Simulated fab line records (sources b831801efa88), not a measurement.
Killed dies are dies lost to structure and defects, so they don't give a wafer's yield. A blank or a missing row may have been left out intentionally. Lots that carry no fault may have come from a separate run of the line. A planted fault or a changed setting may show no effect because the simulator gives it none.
Tool commonality check	flow gf180mcu	13 lots, 37 wafers sampled

REASON FOR OPENING
Of 13 lots, 2 have the reading HV_LDD_4_TW flagged at GF_HV_LDD_TW_MEAS_50. No-fault wafers: 572.2, standard deviation 2.9.
Rule: flag the lot when none of its wafers has a number, or when each of its wafers that has one lies beyond 4 standard deviations from that mean. All remaining lots are regarded as sound.

lot	measured	on	HV_LDD_4_TW, wafer by wafer	flag
L882	day 12 20:59	film_metro-01	575.8 575.8 577.4	
L884	day 13 15:41	film_metro-01	570.5 570.4 571.6	
L887	day 15 04:57	film_metro-04	570.8 571.2 572.1	
L889	day 15 06:05	film_metro-04	570.6 571.2 569.8	
L891	day 16 06:13	film_metro-01	29.9 30.0	FLAGGED
L892	day 16 10:50	film_metro-03	30.2 30.1	FLAGGED
L895	day 17 09:56	film_metro-03	571.9 572.5 569.4	
L896	day 17 18:30	film_metro-01	569.5 573.3 571.7	
L898	day 18 07:05	film_metro-04	568.3 567.2 569.7	
L899	day 18 14:24	film_metro-03	574.8 574.5 572.2	
L902	day 19 17:09	film_metro-04	571.9 572.6 568.8	
L903	day 20 01:31	film_metro-04	569.7 568.4 571.9	
L904	day 20 06:35	film_metro-01	570.8 574.2 574.2	
On average the flagged lots read 30.1, which is -542.2 against the usual, or -99 or more standard deviations.

LOT BY LOT: THE TOOL USED
The record holds 1 process step before the reading, out of a route of 602 steps. In each cell: the tool, then ch and the chambers that the sampled wafers went through, then the start.
lot	flag	GF_HV_LDD_DEVELOP_45
L882		litho_track-02 ch 0, day 12 20:26
L884		litho_track-02 ch 0, day 13 15:08
L887		litho_track-04 ch 0, day 15 04:23
L889		litho_track-01 ch 0, day 15 05:33
L891	FLAGGED	litho_track-01 ch 0, day 16 05:40
L892	FLAGGED	litho_track-01 ch 0, day 16 10:21
L895		litho_track-04 ch 0, day 17 09:23
L896		litho_track-04 ch 0, day 17 17:58
L898		litho_track-04 ch 0, day 18 06:32
L899		litho_track-04 ch 0, day 18 13:52
L902		litho_track-01 ch 0, day 19 16:36
L903		litho_track-02 ch 0, day 20 00:58
L904		litho_track-04 ch 0, day 20 06:02
These steps, and what they do:
- GF_HV_LDD_DEVELOP_45: develop time 60 s.
- GF_HV_LDD_TW_MEAS_50

FLAGGED OVER TOTAL, TOOL BY TOOL (the gauges that took the reading come last)
step	tool	lots run	flagged	share of the flagged lots	sound lots run after its first flagged lot
GF_HV_LDD_DEVELOP_45	litho_track-01	4	2	all	1 (L902)
GF_HV_LDD_DEVELOP_45	litho_track-02	3	0	none	-
GF_HV_LDD_DEVELOP_45	litho_track-04	6	0	none	-
GF_HV_LDD_TW_MEAS_50	film_metro-01	5	1	some	2 (L896,L904)
GF_HV_LDD_TW_MEAS_50	film_metro-03	3	1	some	2 (L895,L899)
GF_HV_LDD_TW_MEAS_50	film_metro-04	5	0	none	-

THE TABLE: WHAT IT ALLOWS
In the table, 1 row covers all flagged lots: litho_track-01 at GF_HV_LDD_DEVELOP_45.
- litho_track-01 at GF_HV_LDD_DEVELOP_45: 2 of its 4 lots flagged. Sound lots ran on it after the first flagged one (L902), which a lasting fault on the whole tool wouldn't allow.
Every row of the table either missed a flagged lot or ran a sound lot after the first.

WHAT THE SIMULATOR HAD INSERTED
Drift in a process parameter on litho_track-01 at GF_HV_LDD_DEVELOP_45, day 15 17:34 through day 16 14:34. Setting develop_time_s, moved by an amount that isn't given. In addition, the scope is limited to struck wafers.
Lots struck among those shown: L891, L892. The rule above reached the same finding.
